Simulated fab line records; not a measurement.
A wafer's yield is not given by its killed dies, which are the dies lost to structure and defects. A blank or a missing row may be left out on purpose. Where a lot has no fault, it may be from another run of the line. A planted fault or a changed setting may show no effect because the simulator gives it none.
A lot that was struck, set against a sound lot + flow sky130 + 16 out of 708 route steps
Sound: the wafers L101.2, L101.3, L101.6. Struck: wafer L106.1. (L106.2, L106.3 of the same lot were not struck and are left out.) The cause comes at the end.
For every step that has rows: the tool of each side, followed by ch and its chambers, followed by its first start. Under that, the readings that differ: sound wafers + struck wafers + difference of the means + sigmas: that difference in standard deviations of wafers without a fault.
alike: a reading whose means differ by less than 2 such deviations, as well as words and numbers matching on both sides. not compared: withheld readings; readings where some wafer has no value; bounds like >300 that might hide an equal value; numbers whose values overlap and for which the record gives no deviation.
A row with sigmas, a row that says differs or no value, or rows on one side alone: a step with any of these is where the two part. Numbers that have no deviation but don't overlap get no sigmas and don't part them. A reading that every wafer of one side lacks parts them only if that side has two wafers or more.

first, 1 step without rows for these wafers: SKY_VT_ADJUST_NCORE_DEVELOP_06 (develop time 60 s).
SKY_VT_ADJUST_NCORE_CD_MEAS_07: the cd target is 380 nm.
  sound: cd_sem-02 at day 9 04:19; struck: cd_sem-01 at day 10 19:31
  alike: cd_nm
SKY_VT_ADJUST_NCORE_OVL_MEAS_08:
  sound: overlay-02 at day 9 04:25; struck: overlay-01 at day 10 19:38
  alike: VT_ADJUST_NCORE_OVL
then, 1 step without rows for these wafers: SKY_VT_ADJUST_NCORE_IMPLANT_09.
SKY_VT_ADJUST_NCORE_STRIP_10: strips in O2/N2.
  sound on plasma_asher-03 ch 0,1, day 9 04:35; struck on plasma_asher-02 ch 0, day 10 19:50
  alike: drypump_motor_current_A, oes_product_au, strip_time_to_endpoint_s
  not compared: rf_hours_counter_h
SKY_VT_ADJUST_NCORE_TW_MEAS_11:
  sound: film_metro-02 at day 9 04:42; struck: film_metro-02 at day 10 19:56
  alike: VT_ADJUST_NCORE_TW
then, 6 steps without rows for these wafers: SKY_VT_ADJUST_HVTR_DEHYDRATE_00 (time 60 s); SKY_VT_ADJUST_HVTR_HMDS_01 (prime time 60 s); SKY_VT_ADJUST_HVTR_COAT_02 (resist thk 1140 nm); SKY_VT_ADJUST_HVTR_SOFTBAKE_03 (time 60 s); SKY_VT_ADJUST_HVTR_EXPOSE_04 (exposes mask HVTRM, target cd 380 nm); SKY_VT_ADJUST_HVTR_PEB_05.
SKY_VT_ADJUST_HVTR_DEVELOP_06: develop time 60 s.
  sound on litho_track-04 ch 0, day 10 02:38; struck on litho_track-03 ch 0, day 11 19:19
SKY_VT_ADJUST_HVTR_CD_MEAS_07: the cd target is 380 nm.
  sound: cd_sem-02 at day 10 02:46; struck: cd_sem-01 at day 11 19:28
| reading    | sound       | struck | difference | sigmas |
|------------|-------------|--------|------------|--------|
| cd_nm (nm) | 377 373 376 | 393    | +18        | +6     |
SKY_VT_ADJUST_HVTR_OVL_MEAS_08:
  sound: overlay-01 at day 10 02:53; struck: overlay-02 at day 11 19:35
  alike: VT_ADJUST_HVTR_OVL
then, 1 step without rows for these wafers: SKY_PAD_OPEN_PROBE_99.

WHERE THEY PART
SKY_VT_ADJUST_HVTR_CD_MEAS_07 only, going by this record. Later steps at which nothing parts them and some readings are alike: SKY_VT_ADJUST_HVTR_OVL_MEAS_08.

WHY: what the simulator had put in
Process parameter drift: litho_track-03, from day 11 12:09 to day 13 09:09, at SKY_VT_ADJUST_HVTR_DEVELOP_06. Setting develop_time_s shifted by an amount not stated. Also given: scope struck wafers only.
